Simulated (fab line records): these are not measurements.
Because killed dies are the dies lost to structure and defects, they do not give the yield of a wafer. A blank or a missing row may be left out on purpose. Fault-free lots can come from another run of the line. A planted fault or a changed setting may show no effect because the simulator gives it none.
fab line records -- flow sky130
record lots=14, wafers=42, last_day=50
route steps=708 shown FIELD_ISO@5 PWDE@55 NWELL@82 PAD_OPEN@708
lots with no fault: from the same line, run without faults
start_h: hours from the record's opening day to when the first of the lot's shown wafers began -- wait_h: how many hours have passed since the lot's step before this one -- " unchanged from the row above -- L1.1+2: several wafers, shown together as one row -- - no value, or no start given -- * or withheld: withheld -- < > ~ a bound
route shown NAME@n: NAME is a module with steps in the file, n the number in the route of the first one -- usual: mean and standard deviation over wafers with no fault -- same: alike in all rows -- chamber/n: place in a boat -- sites: per-site readings -- _std_site: standard deviation across them -- _edge_site: outer sites' mean less inner sites' -- radius_mm: how far each site lies from the wafer's centre -- mask NAME#n: copy n -- behind: the last tool/chamber to shape the wafer -- hold: cause of the lot's hold/its duration in hours/its outcome -- device: the n, p or np transistor that did not switch -- end of line: at the end of the route, the tests of the same wafers -- a step given without rows: its recipe and nothing more -- killed: the dies lost at the first sort to structure and to defects; this is not the yield of the wafer -- map: the dies of a wafer, with x for killed, . for not killed, _ for no die there
set.NAME: the run value of the setting; set.NAME@STEP: its run value at that earlier step -- model.NAME: the simulator's own value behind a step, which no gauge read
the route's steps for a sample of lots (tables are steps, rows are wafers)
## steps
# step SKY_FIELD_ISO_THK_MEAS_04
# recipe reads=Si3N4_of_FIELD_ISO_CVD_03
# usual FIELD_ISO_CVD_03_THK=163.8/1.7
lot.wafer,tool,chamber,start_h,wait_h,FIELD_ISO_CVD_03_THK[nm]
L923.2,film_metro-04,-,14.74,0.0,165.7
L923.3,film_metro-04,-,14.74,0.0,165.7
L923.4,film_metro-04,-,14.74,0.0,164.8
L924.1,film_metro-04,-,19.29,0.0,164.3
L924.5,film_metro-04,-,19.29,0.0,164.9
L924.6,film_metro-04,-,19.29,0.0,164.9
L925.2,film_metro-04,-,24.00,0.0,165.7
L925.5,film_metro-04,-,24.00,0.0,163.4
L925.6,film_metro-04,-,24.00,0.0,165.2
L927.2,film_metro-01,-,33.85,0.0,165.8
L927.3,film_metro-01,-,33.85,0.0,164.7
L927.6,film_metro-01,-,33.85,0.0,164.0
L928.1,film_metro-04,-,38.48,0.0,163.1
L928.2,film_metro-04,-,38.48,0.0,163.0
L928.3,film_metro-04,-,38.48,0.0,163.2
L929.1,film_metro-01,-,43.48,0.0,159.3
L929.3,film_metro-01,-,43.48,0.0,160.6
L929.4,film_metro-01,-,43.48,0.0,161.0
L930.2,film_metro-04,-,48.49,0.0,165.2
L930.3,film_metro-04,-,48.49,0.0,163.8
L930.4,film_metro-04,-,48.49,0.0,163.9
L931.2,film_metro-04,-,53.49,0.0,164.8
L931.4,film_metro-04,-,53.49,0.0,163.3
L931.6,film_metro-04,-,53.49,0.0,163.0
L932.3,film_metro-02,-,58.50,0.0,163.7
L932.4,film_metro-02,-,58.50,0.0,163.7
L932.5,film_metro-02,-,58.50,0.0,163.5
L933.2,film_metro-02,-,65.33,0.2,163.0
L933.3,film_metro-02,-,65.33,0.2,163.9
L933.5,film_metro-02,-,65.33,0.2,161.6
L939.1,film_metro-04,-,95.59,0.0,162.7
L939.2,film_metro-04,-,95.59,0.0,163.6
L939.6,film_metro-04,-,95.59,0.0,164.0
L940.2,film_metro-04,-,98.59,0.0,165.1
L940.3,film_metro-04,-,98.59,0.0,163.5
L940.6,film_metro-04,-,98.59,0.0,163.6
L945.3,film_metro-04,-,123.50,0.0,166.0
L945.4,film_metro-04,-,123.50,0.0,165.8
L945.6,film_metro-04,-,123.50,0.0,165.5
L946.2,film_metro-02,-,128.96,0.0,164.2
L946.3,film_metro-02,-,128.96,0.0,162.2
L946.5,film_metro-02,-,128.96,0.0,164.1
# step SKY_FIELD_ISO_WET_ETCH_29
# recipe chemistry=H3PO4, target_depth_nm=160, target=Si3N4, temp_c=160, time_s=1825
# usual bath_guard_temp_C=159.9/0.54, bath_heat_duty_pct=26.0/2.1
lot.wafer,tool,chamber,start_h,wait_h,bath_guard_temp_C,bath_heat_duty_pct
L923.2,wet_bench-02,2,32.68,0.0,159.6,27.7
L923.3,wet_bench-02,2,32.68,0.0,159.5,29.2
L923.4,wet_bench-02,2,32.68,0.0,159.9,29.1
L924.1,wet_bench-04,2,37.95,0.0,160.1,25.3
L924.5,wet_bench-04,2,37.95,0.0,160.1,25.1
L924.6,wet_bench-04,2,37.95,0.0,160.6,25.7
L925.2,wet_bench-04,1,42.63,0.0,159.9,25.6
L925.5,wet_bench-04,1,42.63,0.0,159.6,24.8
L925.6,wet_bench-04,1,42.63,0.0,159.8,24.9
L927.2,wet_bench-03,0,52.83,0.0,160.1,26.6
L927.3,wet_bench-03,0,52.83,0.0,159.9,28.0
L927.6,wet_bench-03,0,52.83,0.0,159.9,27.8
L928.1,wet_bench-02,3,57.72,0.0,159.7,24.7
L928.2,wet_bench-02,3,57.72,0.0,159.7,24.9
L928.3,wet_bench-02,3,57.72,0.0,159.7,22.2
L929.1,wet_bench-04,3,62.69,0.0,159.7,24.1
L929.3,wet_bench-04,3,62.69,0.0,160.1,23.9
L929.4,wet_bench-04,3,62.69,0.0,159.6,25.4
L930.2,wet_bench-04,0,68.24,0.0,159.2,28.0
L930.3,wet_bench-04,0,68.24,0.0,159.1,26.7
L930.4,wet_bench-04,0,68.24,0.0,159.2,27.8
L931.2,wet_bench-04,2,73.61,0.0,160.2,22.8
L931.4,wet_bench-04,2,73.61,0.0,160.2,23.8
L931.6,wet_bench-04,2,73.61,0.0,160.3,23.5
L932.3,wet_bench-03,3,77.41,0.0,160.1,25.3
L932.4,wet_bench-03,3,77.41,0.0,159.9,26.5
L932.5,wet_bench-03,3,77.41,0.0,160.0,27.3
L933.2,wet_bench-04,0,85.46,0.0,159.4,25.7
L933.3,wet_bench-04,0,85.46,0.0,159.6,25.4
L933.5,wet_bench-04,0,85.46,0.0,159.5,27.0
L939.1,wet_bench-03,3,117.46,0.0,-,-
L939.2,wet_bench-03,3,117.46,0.0,-,-
L939.6,wet_bench-03,3,117.46,0.0,-,-
L940.2,wet_bench-02,2,121.36,0.0,-,-
L940.3,wet_bench-02,2,121.36,0.0,-,-
L940.6,wet_bench-02,2,121.36,0.0,-,-
L945.3,wet_bench-02,3,145.97,0.0,159.3,24.7
L945.4,wet_bench-02,3,145.97,0.0,159.4,23.6
L945.6,wet_bench-02,3,145.97,0.0,159.3,23.4
L946.2,wet_bench-04,2,152.61,0.0,160.2,24.5
L946.3,wet_bench-04,2,152.61,0.0,160.5,24.8
L946.5,wet_bench-04,2,152.61,0.0,160.5,25.7
# step SKY_PWDE_TW_MEAS_10
# usual PWDE_TW=374.3/1.8
lot.wafer,tool,chamber,start_h,wait_h,PWDE_TW
L923.2,film_metro-01,-,65.35,0.1,370.9
L923.3,film_metro-01,-,65.35,0.1,371.6
L923.4,film_metro-01,-,65.35,0.1,372.1
L924.1,film_metro-03,-,71.14,0.1,376.4
L924.5,film_metro-03,-,71.14,0.1,375.2
L924.6,film_metro-03,-,71.14,0.1,376.2
L925.2,film_metro-01,-,76.32,0.1,371.4
L925.5,film_metro-01,-,76.32,0.1,372.4
L925.6,film_metro-01,-,76.32,0.1,373.0
L927.2,film_metro-01,-,88.17,0.1,372.6
L927.3,film_metro-01,-,88.17,0.1,371.5
L927.6,film_metro-01,-,88.17,0.1,372.5
L928.1,film_metro-01,-,91.09,0.1,373.2
L928.2,film_metro-01,-,91.09,0.1,370.4
L928.3,film_metro-01,-,91.09,0.1,370.6
L929.1,film_metro-03,-,98.24,0.1,374.0
L929.3,film_metro-03,-,98.24,0.1,375.1
L929.4,film_metro-03,-,98.24,0.1,375.2
L930.2,film_metro-03,-,104.80,0.1,374.3
L930.3,film_metro-03,-,104.80,0.1,371.9
L930.4,film_metro-03,-,104.80,0.1,374.2
L931.2,film_metro-01,-,109.22,0.1,376.5
L931.4,film_metro-01,-,109.22,0.1,374.1
L931.6,film_metro-01,-,109.22,0.1,373.1
L932.3,film_metro-02,-,114.11,0.1,377.4
L932.4,film_metro-02,-,114.11,0.1,377.1
L932.5,film_metro-02,-,114.11,0.1,377.5
L933.2,film_metro-01,-,121.15,0.1,375.9
L933.3,film_metro-01,-,121.15,0.1,377.2
L933.5,film_metro-01,-,121.15,0.1,378.1
L945.3,film_metro-03,-,188.73,0.1,374.7
L945.4,film_metro-03,-,188.73,0.1,373.2
L945.6,film_metro-03,-,188.73,0.1,373.8
L946.2,film_metro-02,-,197.80,0.1,374.3
L946.3,film_metro-02,-,197.80,0.1,374.1
L946.5,film_metro-02,-,197.80,0.1,374.4
# step SKY_NWELL_RS_MEAS_29
# recipe thk_meas_gauge=four-point-probe
# usual NWELL_RS=625.0/2.1
lot.wafer,tool,chamber,start_h,wait_h,NWELL_RS[ohm/sq]
L923.2,film_metro-03,-,98.74,0.1,625.3
L923.3,film_metro-03,-,98.74,0.1,626.3
L923.4,film_metro-03,-,98.74,0.1,625.9
L924.1,film_metro-03,-,106.72,0.1,627.2
L924.5,film_metro-03,-,106.72,0.1,627.7
L924.6,film_metro-03,-,106.72,0.1,626.0
L925.2,film_metro-02,-,110.86,0.1,621.8
L925.5,film_metro-02,-,110.86,0.1,621.4
L925.6,film_metro-02,-,110.86,0.1,622.1
L927.2,film_metro-02,-,123.56,0.1,624.6
L927.3,film_metro-02,-,123.56,0.1,624.3
L927.6,film_metro-02,-,123.56,0.1,625.1
L928.1,film_metro-02,-,126.07,0.1,624.6
L928.2,film_metro-02,-,126.07,0.1,624.0
L928.3,film_metro-02,-,126.07,0.1,623.8
L929.1,film_metro-01,-,134.35,0.1,627.9
L929.3,film_metro-01,-,134.35,0.1,628.8
L929.4,film_metro-01,-,134.35,0.1,627.7
L930.2,film_metro-03,-,140.06,0.1,624.7
L930.3,film_metro-03,-,140.06,0.1,624.0
L930.4,film_metro-03,-,140.06,0.1,625.0
L931.2,film_metro-01,-,145.81,0.1,625.8
L931.4,film_metro-01,-,145.81,0.1,626.6
L931.6,film_metro-01,-,145.81,0.1,626.1
L932.3,film_metro-02,-,149.36,0.1,620.3
L932.4,film_metro-02,-,149.36,0.1,622.7
L932.5,film_metro-02,-,149.36,0.1,622.1
L933.2,film_metro-01,-,159.36,0.1,626.0
L933.3,film_metro-01,-,159.36,0.1,627.2
L933.5,film_metro-01,-,159.36,0.1,626.7
L945.3,film_metro-02,-,233.53,0.1,622.0
L945.4,film_metro-02,-,233.53,0.1,623.7
L945.6,film_metro-02,-,233.53,0.1,621.9
L946.2,film_metro-03,-,244.34,0.1,625.1
L946.3,film_metro-03,-,244.34,0.1,623.0
L946.5,film_metro-03,-,244.34,0.1,624.9
# step SKY_PAD_OPEN_PROBE_99
# usual killed_at_M0_to_M3=43/7, killed_at_M4_up=3.5/1.9, killed_at_contacts=24/5.3, killed_at_front_end=15/4.4, killed_at_other=0.3/0.69, killed_dies=87/9.7, killed_on_rim=17/4.3, killed_open=48/7, killed_short=39/6.4
# same gross_dies=492, killed_at_back_side=0
lot.wafer,tool,chamber,start_h,wait_h,killed_at_M0_to_M3,killed_at_M4_up,killed_at_contacts,killed_at_front_end,killed_at_other,killed_dies,killed_on_rim,killed_open,killed_short
L923.2,prober-02,-,1073.61,0.1,25,6,23,19,0,73,11,41,32
L923.3,prober-02,-,1073.66,0.2,44,4,23,13,0,84,15,50,34
L923.4,prober-02,-,1073.71,0.2,31,6,17,15,1,70,8,35,35
L924.1,prober-02,-,1084.54,0.1,61,5,29,9,0,104,20,50,53
L924.5,prober-02,-,1084.74,0.2,43,2,25,20,0,90,20,51,39
L924.6,prober-02,-,1084.79,0.2,43,7,35,16,0,101,18,56,44
L929.1,prober-02,-,1108.73,0.1,54,8,24,14,0,100,14,52,46
L929.3,prober-02,-,1108.83,0.2,43,2,18,16,2,81,20,38,40
L929.4,prober-02,-,1108.88,0.2,35,2,27,11,2,77,18,38,38
L930.2,prober-01,-,1118.28,0.1,39,7,22,20,0,88,18,55,33
L930.3,prober-01,-,1118.33,0.2,53,1,34,8,0,96,14,57,39
L930.4,prober-01,-,1118.38,0.2,44,2,26,18,0,90,23,54,36
L939.1,prober-01,-,1164.07,0.1,45,3,25,419,0,492,96,45,42
L939.2,prober-01,-,1164.12,0.1,43,4,23,421,1,492,96,38,49
L939.6,prober-01,-,1164.32,0.2,44,4,18,426,0,492,96,44,40
L940.2,prober-02,-,1168.92,0.1,56,1,11,422,2,492,96,56,41
L940.3,prober-02,-,1168.97,0.2,44,4,22,422,0,492,96,54,31
L940.6,prober-02,-,1169.12,0.2,42,3,26,420,1,492,96,44,47
L945.3,prober-01,-,1194.64,0.2,41,7,25,12,0,85,15,40,45
L945.4,prober-01,-,1194.69,0.2,47,4,28,10,0,89,13,53,36
L945.6,prober-01,-,1194.79,0.2,43,2,18,14,0,77,13,42,35
L946.2,prober-01,-,1199.94,0.1,39,2,23,11,1,76,12,48,28
L946.3,prober-01,-,1199.99,0.2,38,2,23,14,0,77,16,48,29
L946.5,prober-01,-,1200.09,0.2,44,3,30,15,1,93,20,50,43
# killed by level:class
L923.2 VIA1:geometric_particle:open=8 LI_CONTACT:geometric_particle:open=7 LOCAL_INTERCONNECT:geometric_particle:short=7 CONTACT:geometric_particle:open=7 FIELD_ISO:geometric_particle:short=6 FIELD_ISO:geometric_particle:open=5 POLY_GATE:geometric_particle:short=4 VIA3:geometric_particle:open=4
L923.3 VIA1:geometric_particle:open=13 CONTACT:geometric_particle:open=10 VIA3:geometric_particle:open=6 VIA2:geometric_particle:open=5 FIELD_ISO:geometric_particle:open=4 POLY_GATE:geometric_particle:open=4 LI_CONTACT:geometric_particle:open=4 VIA3:geometric_particle:short=4
L923.4 CONTACT:geometric_particle:open=7 VIA1:geometric_particle:open=7 VIA3:geometric_particle:open=6 POLY_GATE:geometric_particle:short=5 CONTACT:geometric_particle:short=5 POLY_GATE:geometric_particle:open=4 METAL1:geometric_particle:short=4 VIA2:geometric_particle:open=4
L924.1 CONTACT:geometric_particle:open=11 METAL2:geometric_particle:short=10 VIA1:geometric_particle:open=10 METAL1:geometric_particle:short=8 VIA3:geometric_particle:open=8 LOCAL_INTERCONNECT:geometric_particle:short=7 LI_CONTACT:geometric_particle:open=6 VIA2:geometric_particle:open=5
L924.5 VIA3:geometric_particle:open=12 VIA1:geometric_particle:open=11 LI_CONTACT:geometric_particle:open=7 CONTACT:geometric_particle:short=7 CONTACT:geometric_particle:open=6 METAL1:geometric_particle:short=5 FIELD_ISO:geometric_particle:short=4 POLY_GATE:geometric_particle:short=4
L924.6 CONTACT:geometric_particle:open=16 VIA2:geometric_particle:open=9 LI_CONTACT:geometric_particle:open=7 VIA1:geometric_particle:open=7 CONTACT:geometric_particle:short=6 METAL1:geometric_particle:short=6 METAL2:geometric_particle:short=5 VIA3:geometric_particle:open=5
L929.1 VIA1:geometric_particle:open=11 VIA3:geometric_particle:open=8 CONTACT:geometric_particle:open=8 METAL1:geometric_particle:short=7 LOCAL_INTERCONNECT:geometric_particle:short=6 VIA2:geometric_particle:open=6 METAL4:geometric_particle:short=5 METAL2:geometric_particle:short=5
L929.3 VIA1:geometric_particle:short=8 VIA3:geometric_particle:open=8 VIA1:geometric_particle:open=7 METAL2:geometric_particle:short=7 METAL1:geometric_particle:short=5 CONTACT:geometric_particle:open=5 LI_CONTACT:geometric_particle:open=4 VIA2:geometric_particle:short=4
L929.4 CONTACT:geometric_particle:open=12 VIA1:geometric_particle:open=10 VIA2:geometric_particle:open=7 LOCAL_INTERCONNECT:geometric_particle:short=5 METAL1:geometric_particle:short=4 LI_CONTACT:geometric_particle:short=4 METAL3:geometric_particle:short=4 POLY_GATE:geometric_particle:short=3
L930.2 VIA3:geometric_particle:open=9 CONTACT:geometric_particle:open=8 LI_CONTACT:geometric_particle:open=6 FIELD_ISO:geometric_particle:open=6 VIA1:geometric_particle:short=6 VIA2:geometric_particle:open=6 FIELD_ISO:geometric_particle:short=5 POLY_GATE:geometric_particle:open=4
L930.3 VIA3:geometric_particle:open=15 CONTACT:geometric_particle:open=13 LI_CONTACT:geometric_particle:open=10 VIA1:geometric_particle:open=6 METAL1:geometric_particle:short=6 VIA2:geometric_particle:open=5 CONTACT:geometric_particle:short=5 METAL2:geometric_particle:short=5
L930.4 CONTACT:geometric_particle:open=12 VIA1:geometric_particle:open=11 METAL1:geometric_particle:short=7 FIELD_ISO:geometric_particle:short=6 FIELD_ISO:geometric_particle:open=6 VIA2:geometric_particle:open=6 LI_CONTACT:geometric_particle:open=5 VIA3:geometric_particle:open=5
L939.1 FIELD_ISO:area_etch=405 VIA1:geometric_particle:open=12 CONTACT:geometric_particle:open=11 METAL2:geometric_particle:short=10 LI_CONTACT:geometric_particle:open=6 FIELD_ISO:geometric_particle:open=5 METAL3:geometric_particle:short=5 VIA1:geometric_particle:short=5
L939.2 FIELD_ISO:area_etch=404 VIA2:geometric_particle:open=10 LOCAL_INTERCONNECT:geometric_particle:short=7 METAL2:geometric_particle:short=7 CONTACT:geometric_particle:open=6 VIA3:geometric_particle:open=6 VIA1:geometric_particle:open=5 CONTACT:geometric_particle:short=5
L939.6 FIELD_ISO:area_etch=408 CONTACT:geometric_particle:open=8 METAL2:geometric_particle:short=8 FIELD_ISO:geometric_particle:open=7 METAL1:geometric_particle:short=7 VIA1:geometric_particle:open=6 VIA2:geometric_particle:open=5 CONTACT:geometric_particle:short=5
L940.2 FIELD_ISO:area_etch=394 VIA1:geometric_particle:open=9 VIA3:geometric_particle:open=9 VIA2:geometric_particle:open=9 METAL2:geometric_particle:short=8 FIELD_ISO:geometric_particle:open=6 POLY_GATE:geometric_particle:short=6 POLY_GATE:geometric_particle:open=5
L940.3 FIELD_ISO:area_etch=405 VIA3:geometric_particle:open=9 VIA1:geometric_particle:open=8 CONTACT:geometric_particle:open=7 LI_CONTACT:geometric_particle:open=6 VIA2:geometric_particle:open=6 POLY_GATE:geometric_particle:short=4 VIA2:geometric_particle:short=4
L940.6 FIELD_ISO:area_etch=399 CONTACT:geometric_particle:open=13 POLY_GATE:geometric_particle:short=8 VIA1:geometric_particle:open=8 METAL1:geometric_particle:short=7 VIA3:geometric_particle:short=6 POLY_GATE:geometric_particle:open=5 VIA1:geometric_particle:short=5
L945.3 VIA2:geometric_particle:open=9 METAL4:geometric_particle:short=7 CONTACT:geometric_particle:open=6 CONTACT:geometric_particle:short=6 VIA3:geometric_particle:short=6 VIA1:geometric_particle:open=6 VIA3:geometric_particle:open=6 POLY_GATE:geometric_particle:short=5
L945.4 CONTACT:geometric_particle:open=13 VIA1:geometric_particle:open=13 VIA3:geometric_particle:open=8 VIA2:geometric_particle:open=6 CONTACT:geometric_particle:short=6 LI_CONTACT:geometric_particle:open=4 VIA1:geometric_particle:short=4 METAL2:geometric_particle:short=4
L945.6 VIA1:geometric_particle:open=12 CONTACT:geometric_particle:open=8 LI_CONTACT:geometric_particle:open=7 METAL2:geometric_particle:short=7 METAL1:geometric_particle:short=6 POLY_GATE:geometric_particle:short=5 VIA3:geometric_particle:open=5 FIELD_ISO:geometric_particle:short=4
L946.2 CONTACT:geometric_particle:open=13 VIA3:geometric_particle:open=9 VIA2:geometric_particle:open=8 METAL1:geometric_particle:short=6 VIA1:geometric_particle:open=5 POLY_GATE:geometric_particle:short=3 POLY_CUT:geometric_particle:open=3 LI_CONTACT:geometric_particle:open=3
L946.3 CONTACT:geometric_particle:open=12 POLY_GATE:geometric_particle:open=6 LI_CONTACT:geometric_particle:open=6 VIA1:geometric_particle:open=6 VIA2:geometric_particle:open=6 VIA3:geometric_particle:open=6 VIA2:geometric_particle:short=5 METAL3:geometric_particle:short=4
L946.5 CONTACT:geometric_particle:open=14 LI_CONTACT:geometric_particle:open=8 METAL1:geometric_particle:short=8 VIA2:geometric_particle:open=7 VIA1:geometric_particle:open=7 METAL2:geometric_particle:short=7 POLY_GATE:geometric_particle:short=5 LOCAL_INTERCONNECT:geometric_particle:short=4
## key
first_sign step=SKY_FIELD_ISO_WET_ETCH_29, reading=tool_record, direction=missing
effect step=SKY_PAD_OPEN_PROBE_99, reading=killed_at_front_end, direction=up, sigmas=93, usual=15, struck=422
more_kills_born_at SKY_FIELD_ISO_WET_ETCH_29@wet_bench-03=1217, SKY_FIELD_ISO_WET_ETCH_29@wet_bench-02=1198
met_at SKY_FIELD_ISO_WET_ETCH_29
struck_lots L939,L940
later_rows_left_out L939.1,L939.2,L939.6,L940.2,L940.3,L940.6
tester_left_out L939,L940
not_acting_at SKY_FIELD_ISO_THK_MEAS_04,SKY_PWDE_TW_MEAS_10,SKY_NWELL_RS_MEAS_29
onset_between 77.41 117.46
fault kind=skipped_step_whole, tool=wet_bench-02,wet_bench-03, chamber=-, onset_h=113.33, steps=SKY_FIELD_ISO_WET_ETCH_29, scope=struck_lots_only
# tester_left_out: of these lots the tester's yield and bins aren't shown, on N5 and GAA mostly nor the transistor test; their killed dies are dies lost to structure and defects alone, not to doping, threshold or leakage, so they don't give the yield
# later_rows_left_out: the simulator's readings of these wafers behind a module that went badly wrong aren't trusted and aren't shown, but for the sort
